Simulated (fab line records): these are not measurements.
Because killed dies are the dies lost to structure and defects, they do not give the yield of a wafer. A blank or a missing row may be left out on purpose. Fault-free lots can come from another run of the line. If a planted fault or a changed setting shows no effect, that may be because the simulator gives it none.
Matching of chambers / flow gf180mcu / 4 sister chambers for GF_CONTACT_CMP_27 on cmp-01
The step polishes, stops on SiO2, t overpolish 15 s, target thk 0 nm. 4 wafers are shown with their chamber, then 7 later ones without.

WAFERS WITH THEIR CHAMBER
wafer=L464.1; chamber=3; motor current A (A)=9.5
wafer=L476.5; chamber=1; motor current A (A)=11.6
wafer=L480.2; chamber=2; motor current A (A)=11.6
wafer=L480.4; chamber=0; motor current A (A)=11.0

WAFERS WITH NO CHAMBER GIVEN
wafer=L480.5; motor current A (A)=10.0
wafer=L482.1; motor current A (A)=9.4
wafer=L482.2; motor current A (A)=10.7
wafer=L482.6; motor current A (A)=10.6
wafer=L484.1; motor current A (A)=10.6
wafer=L484.4; motor current A (A)=11.6
wafer=L484.6; motor current A (A)=11.7

WHICH CHAMBER EACH WENT THROUGH
wafer=L480.5; from the rows above=can't be placed: 3 or 0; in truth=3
wafer=L482.1; from the rows above=3; in truth=3
wafer=L482.2; from the rows above=can't be placed: 0 or 1 or 2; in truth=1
wafer=L482.6; from the rows above=can't be placed: 0 or 1 or 2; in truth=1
wafer=L484.1; from the rows above=can't be placed: 0 or 1 or 2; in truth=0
wafer=L484.4; from the rows above=can't be placed: 1 or 2 or 0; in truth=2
wafer=L484.6; from the rows above=can't be placed: 1 or 2 or 0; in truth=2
1 of 7 placed correctly. Not placeable from these rows: 6 (in 6, the candidates include the true chamber). Wrongly placed: 0.
How it was worked out, from the rows above alone: a wafer's distance from a chamber is the root of the sum, over the readings, of the square of ((its reading less the chamber's mean) divided by the reading's scatter). The wafer belongs to the nearest chamber; if the next one is less than 2 further off, it can't be placed. Each chamber's mean is taken over the wafers shown for it. The scatter (one wafer shown for each chamber): square how far every hidden wafer sits from the nearest shown wafer, average those squares and take the square root.
